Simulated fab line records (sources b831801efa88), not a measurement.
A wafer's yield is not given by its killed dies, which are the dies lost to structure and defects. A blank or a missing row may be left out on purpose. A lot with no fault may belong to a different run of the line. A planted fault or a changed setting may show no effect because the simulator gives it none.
Code-filled problem report in 8D (eight disciplines) form | flow sky130 | the parts of the form that need people (team, actions taken, sign-off) are left out

== 1. WHAT WENT WRONG ==
rf-fwd-power-W at SKY_METAL1_METAL_ETCH_19 reads a mean of 743 W on 2 wafers of 2 lots; wafers without a fault read 892 W with a standard deviation of 4.1. Measured from the usual mean, that is -36 standard deviations.
The step: etches the open film in Cl2/BCl3, stops on SiO2, target depth 360 nm, time 78 s.
The first sign was on wafer L343.6 at day 36 16:10, on rie-metal-02. The record has a number at this step for 30 wafers belonging to 10 lots. Rule for "out" (also "out of limits"): further than 4 standard deviations from the usual mean. The rest of the wafers with a number are treated as sound.

== 2. WHAT IT IS, AND WHAT IT ISN'T ==
question                    | is                | is not
which readings at this step | rf-fwd-power-W    | chamber-pressure-mTorr, drypump-motor-current-A, throttle-valve-pct
which lots                  | L343, L347        | L336, L339, L341, L342, L346, L350, L355, L356
which wafers of those lots  | L343.6, L347.1    | L343.2, L343.4, L347.3, L347.5
read on which tools         | rie-metal-02      | rie-metal-01, rie-metal-04
when                        | from day 36 16:10 | up to then (14 sound wafers); but 14 sound wafers of L346, L347, L350, L355, L356 came after

== 3. SUSPECTS, AND WHAT RULES EACH OUT ==
Counting: any tool at a process step up to the reading remains a suspect provided it ran every lot that is out. Sound lots after the first of them don't rule it out here, since some wafers of a struck lot are sound.
- cvd-w-01 at SKY_CONTACT_CVD_24 (deposits W, target thk 340 nm, time 102.12 s): kept. It ran every lot that is out, first L343 (day 35 11:40); its last sound lot up to then is L341 (day 34 12:52).
- rie-metal-02 at SKY_METAL1_METAL_ETCH_19 (etches the open film in Cl2/BCl3, stops on SiO2, target depth 360 nm, time 78 s): kept. It ran every lot that is out, first L343 (day 36 16:10); its last sound lot up to then is L342 (day 36 14:31). Its own readings are out on those wafers: rf-fwd-power-W.
- Within rie-metal-02 at SKY_METAL1_METAL_ETCH_19: the wafers that are out ran in chamber 1; their sound lot-mates ran in chamber 0.
After counting, cvd-w-01 at SKY_CONTACT_CVD_24 and rie-metal-02 at SKY_METAL1_METAL_ETCH_19 remain.

== 4. THE CAUSE (what the simulator had put in) ==
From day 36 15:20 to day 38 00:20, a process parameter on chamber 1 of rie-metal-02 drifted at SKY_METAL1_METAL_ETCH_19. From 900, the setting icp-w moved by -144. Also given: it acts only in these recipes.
This tool is one of the 2 suspects left after counting.

== 5. THE CHAIN OF EFFECTS, in route order ==
Each row: a reading whose mean over the struck wafers that have a number lies more than 3 standard deviations from the usual. Only readings whose record carries a usual standard deviation are examined. hours: median over the lots of the time between each lot's start at the first step of this table that gives one and its start at this step. sigmas: the change, counted in usual standard deviations.
hours | step                     | reading                  | usual  | on struck wafers | change | sigmas
0     | SKY_METAL1_METAL_ETCH_19 | rf-fwd-power-W           | 892 W  | 743              | -149   | -36
0     | SKY_METAL1_STRIP_20      | strip-time-to-endpoint-s | 2.71 s | 3.08             | +0.37  | +6.2
The process steps in it:
- SKY_METAL1_METAL_ETCH_19: etches the open film in Cl2/BCl3, stops on SiO2, target depth 360 nm, time 78 s.
- SKY_METAL1_STRIP_20: strips in O2/N2.
Later measuring or inspecting steps at which every struck wafer that the step has a row for has a number for every such reading, and none has moved that far: SKY_VIA1_RS_MEAS_22.

== 6. HOW IT WOULD HAVE BEEN CAUGHT EARLIER ==
In this record the first reading out of limits was taken at day 36 16:10, 1 hour after the fault began at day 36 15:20.
